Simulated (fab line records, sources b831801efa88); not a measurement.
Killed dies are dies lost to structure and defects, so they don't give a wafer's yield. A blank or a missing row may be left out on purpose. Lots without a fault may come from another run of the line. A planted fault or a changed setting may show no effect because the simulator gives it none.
fab line records | flow gf180mcu
record lots=7 wafers=21 last_day=34
route steps=602 shown HV_LDD@234 NSD@235 PSD@248
lots that met no fault: from a run of the same line without faults
start_h: hours from the record's first day to the start of the lot's first wafer shown | wait_h: hours since the lot's step before | " the same as in the row above | L1.1+2: a row that stands for several wafers | - no value, or no start given | * or withheld: withheld | < > ~ a bound
route shown NAME@n: a module of which the file shows steps, and the number in the route of the first | usual: mean/standard deviation of fault-free wafers | same: alike in all rows | chamber/n: place in a boat | sites: the reading at each site | _std_site: their standard deviation | _edge_site: outer sites' mean less inner sites' | radius_mm: how far each site lies from the wafer's centre | mask NAME#n: copy n | behind: the tool/chamber that last shaped the wafer | hold: why the lot was held/for how many hours/how that ended | device: the transistor (n, p or np) that didn't switch | end of line: the same wafers' tests at the end of the route | a step without rows: its recipe alone | killed: dies lost to structure and defects at the first sort, not the wafer's yield | map: a wafer's dies, x killed, . not, _ none there
set.NAME: the setting as run; set.NAME@STEP: as run at that earlier step | model.NAME: the simulator's own value behind a step, which no gauge read
lots at some steps of the route; a table a step, a row a wafer
services: from which hour (start_h, from the record's first day; less than 0 if before it) a tool's chamber was out of use, for how many hours, and why
## steps
# step GF_HV_LDD_ETCHBACK_58
# recipe chemistry=CH3F/O2 target=Si3N4 stop_on=SiO2 source_w=400 bias_w=80 pressure_mtorr=25 ch3f_flow_sccm=40 O2_flow_sccm=30 time_s=100 target_depth_a=900
# usual drypump_motor_current_A=5.7/0.48 oes_product_au=0.842/0.006 throttle_valve_pct=10.560/0.0087
# columns lot.wafer tool chamber start_h wait_h drypump_motor_current_A oes_product_au rf_hours_counter_h throttle_valve_pct
L976.2 rie_diel-01 2 331.03 0.0 6.0 0.847 11 10.558
L976.3 " 0 " " 5.2 0.841 7 10.556
L976.4 " 3 " " 6.4 0.853 109 10.555
L981.1 rie_diel-02 0 368.13 0.1 5.0 0.837 2 10.562
L981.2 " 3 " " 6.1 0.851 74 10.546
L981.3 " 2 " " 5.1 0.837 35 10.558
L982.2 rie_diel-01 3 373.18 0.0 6.4 0.838 111 10.587
L982.4 " 1 " " 5.2 0.838 0 10.554
L982.6 " 3 " " 6.4 0.840 - 10.575
L983.1 rie_diel-02 3 380.08 0.1 6.1 0.840 74 10.556
L983.3 " 2 " " 5.1 0.838 35 10.564
L983.4 " 0 " " 5.0 0.842 2 10.552
L986.2 rie_diel-01 0 407.62 0.0 5.1 0.844 10 10.566
L986.4 " 1 " " 5.2 0.834 1 10.558
L986.5 " 1 " " 5.1 0.830 - 10.568
L990.1 rie_diel-01 0 441.83 0.1 5.1 0.840 11 10.563
L990.4 " 1 " " 5.2 0.845 2 10.576
L990.5 " 1 " " 5.2 0.838 - 10.560
L992.2 rie_diel-04 3 458.06 0.0 6.1 0.847 67 10.570
L992.3 " 2 " " 6.0 0.842 60 10.565
L992.6 " 3 " " 6.1 0.848 - 10.571
# step GF_NSD_DEHYDRATE_00
# recipe temp_c=200 time_s=60
# step GF_NSD_HMDS_01
# recipe prime_time_s=60 prime_temp_c=120
# step GF_NSD_COAT_02
# recipe resist=NOVOLAK spin_rpm=3000 resist_thk_nm=1000
# step GF_NSD_SOFTBAKE_03
# recipe temp_c=90 time_s=60 resist=NOVOLAK
# step GF_NSD_EXPOSE_04
# recipe mask_id=Nplus target_cd_nm=400 na=0.6 source_shape=conventional sigma_outer=0.6 dose_mj=140
# step GF_NSD_PEB_05
# recipe temp_c=withheld time_s=* resist=NOVOLAK
# step GF_NSD_DEVELOP_06
# recipe develop_time_s=60 dev_temp_c=23
# step GF_NSD_CD_MEAS_07
# recipe target_cd_nm=400
# usual cd_nm=400.4/2.6
# columns lot.wafer tool chamber start_h wait_h cd_nm
L976.2 cd_sem-01 - 352.88 0.1 396.6
L976.3 " - " " 399.1
L976.4 " - " " 399.2
L981.1 cd_sem-02 - 390.56 0.1 401.7
L981.2 " - " " 399.8
L981.3 " - " " 401.1
L982.2 cd_sem-01 - 395.59 0.1 398.2
L982.4 " - " " 401.0
L982.6 " - " " 398.6
L983.1 cd_sem-02 - 404.05 0.1 401.4
L983.3 " - " " 402.8
L983.4 " - " " 403.3
L986.2 cd_sem-01 - 431.22 0.1 402.5
L986.4 " - " " 401.4
L986.5 " - " " 403.6
L990.1 cd_sem-01 - 466.20 0.1 404.1
L990.4 " - " " 400.3
L990.5 " - " " 403.8
L992.2 cd_sem-02 - 482.12 0.1 400.2
L992.3 " - " " 400.7
L992.6 " - " " 399.7
# step GF_NSD_OVL_MEAS_08
# usual NSD_OVL=1.9/1.6
# columns lot.wafer tool chamber start_h wait_h NSD_OVL[nm]
L976.2 overlay-01 - 352.98 0.1 -0.9
L976.3 " - " " 0.9
L976.4 " - " " 1.5
L981.1 overlay-02 - 390.68 0.1 1.4
L981.2 " - " " 1.8
L981.3 " - " " 1.9
L982.2 overlay-01 - 395.70 0.1 1.3
L982.4 " - " " 1.5
L982.6 " - " " 2.5
L983.1 overlay-01 - 404.17 0.1 4.1
L983.3 " - " " 3.6
L983.4 " - " " 5.8
L986.2 overlay-02 - 431.33 0.1 2.2
L986.4 " - " " 2.0
L986.5 " - " " 0.9
L990.1 overlay-01 - 466.32 0.1 2.6
L990.4 " - " " 3.5
L990.5 " - " " 1.7
L992.2 overlay-02 - 482.22 0.1 -0.1
L992.3 " - " " 0.4
L992.6 " - " " -0.7
# step GF_NSD_IMPLANT_09
# recipe species=As energy_kev=60 dose_cm2=4e+15 tilt_deg=7
# step GF_NSD_IMPLANT_10
# recipe species=P energy_kev=39.43 dose_cm2=5e+14 tilt_deg=7
# step GF_NSD_STRIP_11
# recipe chemistry=O2/N2 power_w=1400 pressure_mtorr=1500 platen_temp_c=250 o2_flow_sccm=3000 n2_flow_sccm=300 overash_fraction=0.5
# usual chamber_pressure_mTorr=1500.0/1.4 drypump_motor_current_A=6.1/0.3 heater_power_w=345/56 oes_product_au=0.487/0.0043 strip_time_to_endpoint_s=22.93/0.034
# columns lot.wafer tool chamber start_h wait_h chamber_pressure_mTorr drypump_motor_current_A heater_power_w oes_product_au rf_hours_counter_h strip_time_to_endpoint_s model.NOVOLAK_of_NSD_COAT_02.thk_nm
L976.2 plasma_asher-01 1 353.31 0.1 1500.6 5.6 310 0.484 25 22.98 0
L976.3 " 1 " " 1502.6 5.6 319 0.485 - 22.94 0
L976.4 " 0 " " 1499.0 6.2 317 0.487 - 22.92 0
L981.1 plasma_asher-03 0 391.01 0.1 - - - - - - 998.1
L981.2 " 1 " " - - - - - - 999
L981.3 " 0 " " - - - - - - 997.3
L982.2 plasma_asher-01 0 396.03 0.1 - - - - - - 997
L982.4 " 1 " " - - - - - - 998.1
L982.6 " 1 " " - - - - - - 1003
L983.1 plasma_asher-01 0 404.51 0.1 - - - - - - 997.4
L983.3 " 1 " " - - - - - - 997.3
L983.4 " 0 " " - - - - - - 1001
L986.2 plasma_asher-01 0 431.66 0.1 1500.3 6.3 307 0.483 34 22.87 0
L986.4 " 0 " " 1499.9 6.3 319 0.482 - 22.92 0
L986.5 " 1 " " 1499.7 5.6 311 0.499 - 22.91 0
L990.1 plasma_asher-04 1 466.66 0.1 1498.0 6.3 354 0.489 84 22.86 0
L990.4 " 1 " " 1501.9 6.3 349 0.487 - 22.92 0
L990.5 " 0 " " 1499.0 6.0 474 0.490 - 22.89 0
L992.2 plasma_asher-04 1 482.55 0.1 1498.0 6.2 361 0.481 86 22.92 0
L992.3 " 0 " " 1497.4 6.0 445 0.493 - 22.94 0
L992.6 " 1 " " 1499.4 6.3 351 0.489 - 22.98 0
# step GF_NSD_TW_MEAS_12
# usual NSD_TW=4231/26
# columns lot.wafer tool chamber start_h wait_h NSD_TW
L976.2 film_metro-04 - 353.42 0.1 4271
L976.3 " - " " 4247
L976.4 " - " " 4254
L981.1 film_metro-04 - 391.11 0.1 4227
L981.2 " - " " 4226
L981.3 " - " " 4230
L982.2 film_metro-03 - 396.14 0.1 4214
L982.4 " - " " 4225
L982.6 " - " " 4208
L983.1 film_metro-03 - 404.61 0.1 4210
L983.3 " - " " 4215
L983.4 " - " " 4218
L986.2 film_metro-03 - 431.77 0.1 4178
L986.4 " - " " 4204
L986.5 " - " " 4183
L990.1 film_metro-01 - 466.76 0.1 4266
L990.4 " - " " 4255
L990.5 " - " " 4254
L992.2 film_metro-03 - 482.66 0.1 4216
L992.3 " - " " 4239
L992.6 " - " " 4229
# step GF_PSD_DEHYDRATE_00
# recipe temp_c=200 time_s=60
# step GF_PSD_HMDS_01
# recipe prime_time_s=60 prime_temp_c=120
# step GF_PSD_COAT_02
# recipe resist=NOVOLAK spin_rpm=3000 resist_thk_nm=1000
# step GF_PSD_SOFTBAKE_03
# recipe temp_c=90 time_s=60 resist=NOVOLAK
# step GF_PSD_EXPOSE_04
# recipe mask_id=Pplus target_cd_nm=400 na=0.6 source_shape=conventional sigma_outer=0.6 dose_mj=140
# step GF_PSD_PEB_05
# recipe temp_c=withheld time_s=* resist=NOVOLAK
# step GF_PSD_DEVELOP_06
# recipe develop_time_s=60 dev_temp_c=23
# step GF_PSD_CD_MEAS_07
# recipe target_cd_nm=400
# usual cd_nm=399.7/2.3
# columns lot.wafer tool chamber start_h wait_h cd_nm
L976.2 cd_sem-01 - 375.42 0.1 398.4
L976.3 " - " " 396.8
L976.4 " - " " 400.3
L981.1 cd_sem-01 - 414.22 0.1 403.8
L981.2 " - " " 402.0
L981.3 " - " " 401.5
L982.2 cd_sem-02 - 419.06 0.1 400.8
L982.4 " - " " 397.9
L982.6 " - " " 398.5
L983.1 cd_sem-02 - 428.19 0.1 405.2
L983.3 " - " " 402.6
L983.4 " - " " 404.3
L986.2 cd_sem-01 - 456.31 0.1 401.7
L986.4 " - " " 400.9
L986.5 " - " " 400.1
L990.1 cd_sem-02 - 490.04 0.1 398.6
L990.4 " - " " 399.5
L990.5 " - " " 399.8
L992.2 cd_sem-02 - 506.61 0.1 399.9
L992.3 " - " " 398.9
L992.6 " - " " 400.6
# step GF_PSD_OVL_MEAS_08
# usual PSD_OVL=-0.4/1.5
# columns lot.wafer tool chamber start_h wait_h PSD_OVL[nm]
L976.2 overlay-01 - 375.53 0.1 1.0
L976.3 " - " " 1.0
L976.4 " - " " 0.6
L981.1 overlay-01 - 414.34 0.1 -1.0
L981.2 " - " " -1.9
L981.3 " - " " 0.5
L982.2 overlay-01 - 419.17 0.1 -1.5
L982.4 " - " " -0.5
L982.6 " - " " -0.6
L983.1 overlay-02 - 428.31 0.1 -0.7
L983.3 " - " " 0.1
L983.4 " - " " -0.9
L986.2 overlay-01 - 456.42 0.1 0.9
L986.4 " - " " 0.4
L986.5 " - " " -0.7
L990.1 overlay-02 - 490.16 0.1 1.0
L990.4 " - " " 0.1
L990.5 " - " " 0.4
L992.2 overlay-01 - 506.71 0.1 -0.4
L992.3 " - " " -0.7
L992.6 " - " " -1.0
# step GF_PSD_IMPLANT_09
# recipe species=BF2 energy_kev=40 dose_cm2=1.5e+15 tilt_deg=7
# step GF_PSD_STRIP_10
# recipe chemistry=O2/N2 power_w=1400 pressure_mtorr=1500 platen_temp_c=250 o2_flow_sccm=3000 n2_flow_sccm=300 overash_fraction=0.5
# usual chamber_pressure_mTorr=1500.0/1.4 drypump_motor_current_A=6.1/0.41 heater_power_w=306/12 oes_product_au=0.592/0.0042 strip_time_to_endpoint_s=16.52/0.038
# columns lot.wafer tool chamber start_h wait_h chamber_pressure_mTorr drypump_motor_current_A heater_power_w oes_product_au rf_hours_counter_h strip_time_to_endpoint_s
L976.2 plasma_asher-01 1 375.71 0.1 1501.3 5.6 323 0.584 28 16.52
L976.3 " 1 " " 1500.0 5.6 324 0.585 - 16.50
L976.4 " 0 " " 1500.1 6.3 318 0.595 - 16.49
L981.1 plasma_asher-03 0 414.53 0.1 1503.2 6.6 311 0.654 61 31.41
L981.2 " 1 " " 1497.4 6.1 296 0.657 61 31.42
L981.3 " 1 " " 1495.0 6.1 300 0.664 - 31.43
L982.2 plasma_asher-01 1 419.35 0.1 1502.2 5.6 327 0.669 33 31.41
L982.4 " 0 " " 1499.9 6.2 316 0.655 - 31.40
L982.6 " 0 " " 1501.3 6.3 306 0.666 - 31.47
L983.1 plasma_asher-03 0 428.50 0.1 1499.4 6.6 306 0.663 62 31.41
L983.3 " 0 " " 1502.2 6.6 301 0.662 - 31.41
L983.4 " 1 " " 1498.9 6.1 297 0.656 - 31.43
L986.2 plasma_asher-03 0 456.60 0.1 1498.7 6.6 300 0.589 65 16.56
L986.4 " 1 " " 1500.2 6.1 302 0.597 - 16.53
L986.5 " 1 " " 1500.2 6.1 304 0.589 - 16.51
L990.1 plasma_asher-03 0 490.34 0.1 1499.7 6.6 311 0.597 69 16.52
L990.4 " 1 " " 1499.0 6.2 298 0.588 - 16.53
L990.5 " 1 " " 1498.3 6.2 301 0.589 - 16.55
L992.2 plasma_asher-03 0 506.89 0.1 1501.7 6.6 310 0.592 70 16.53
L992.3 " 0 " " 1499.9 6.6 306 0.592 - 16.55
L992.6 " 1 " " 1499.2 6.2 294 0.602 - 16.56
# step GF_PSD_TW_MEAS_11
# usual PSD_TW=3168/19
# columns lot.wafer tool chamber start_h wait_h PSD_TW
L976.2 film_metro-01 - 375.82 0.1 3193
L976.3 " - " " 3191
L976.4 " - " " 3183
L981.1 film_metro-01 - 414.63 0.1 30
L981.2 " - " " 30
L981.3 " - " " 30
L982.2 film_metro-04 - 419.46 0.1 30
L982.4 " - " " 30
L982.6 " - " " 30
L983.1 film_metro-03 - 428.60 0.1 30
L983.3 " - " " 30
L983.4 " - " " 30
L986.2 film_metro-01 - 456.71 0.1 3190
L986.4 " - " " 3178
L986.5 " - " " 3190
L990.1 film_metro-03 - 490.44 0.1 3154
L990.4 " - " " 3183
L990.5 " - " " 3156
L992.2 film_metro-03 - 507.00 0.1 3153
L992.3 " - " " 3136
L992.6 " - " " 3152
# step GF_PSD_CLEAN_12
# recipe chemistry=SC1/SC2 mix=1:4:20 temp_c=70 time_s=150 dry=n2_spin
## services
# columns tool chamber start_h hours kind
rie_diel-01 - 322.66 0.4 repair
rie_diel-01 2 332.60 7.4 repair
rie_diel-01 3 340.97 2.7 repair
rie_diel-01 1 343.69 - clean
rie_diel-01 1 343.69 18.6 scheduled_down
rie_diel-01 1 343.69 18.6 vent_cycle
rie_diel-01 2 361.01 3.9 repair
plasma_asher-03 - 373.55 3.1 repair
plasma_asher-01 - 382.31 1.6 repair
rie_diel-04 2 386.33 3.2 repair
plasma_asher-04 - 388.44 21.9 repair
rie_diel-04 0 389.71 4.8 repair
rie_diel-04 3 422.02 16.3 repair
rie_diel-01 3 422.22 - clean
rie_diel-01 3 422.22 18.1 scheduled_down
rie_diel-01 3 422.22 18.1 vent_cycle
rie_diel-04 - 490.85 4.3 pm
rie_diel-02 2 497.21 2.7 repair
rie_diel-01 - 497.36 2.8 pm
## key
first_sign step=GF_NSD_STRIP_11 reading=tool_record direction=missing
effect step=GF_PSD_STRIP_10 reading=strip_time_to_endpoint_s direction=up sigmas=99+ usual=* struck=*
effect step=GF_PSD_TW_MEAS_11 reading=PSD_TW direction=down sigmas=99+ usual=3168 struck=30
model_effect step=GF_NSD_STRIP_11 value=NOVOLAK_of_NSD_COAT_02.thk_nm without=0 struck=998.7
met_at GF_NSD_STRIP_11
struck_wafers L981.1,L981.2,L981.3,L982.2,L982.4,L982.6,L983.1,L983.3,L983.4
sort_left_out L981.1,L981.2,L981.3,L982.2,L982.4,L982.6,L983.1,L983.3,L983.4
tester_left_out L981,L982,L983
onset_between 353.31 391.01
fault kind=skipped_step_whole tool=plasma_asher-01,plasma_asher-03 chamber=- onset_h=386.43 steps=GF_NSD_STRIP_11 scope=struck_lots_only
# tester_left_out: of these lots the tester's yield and bins aren't shown, on N5 and GAA mostly nor the transistor test; their killed dies are dies lost to structure and defects alone, not to doping, threshold or leakage, so they don't give the yield
# sort_left_out: the simulated sort isn't trusted on such a fault, so these wafers' sort isn't shown, and their yield isn't known
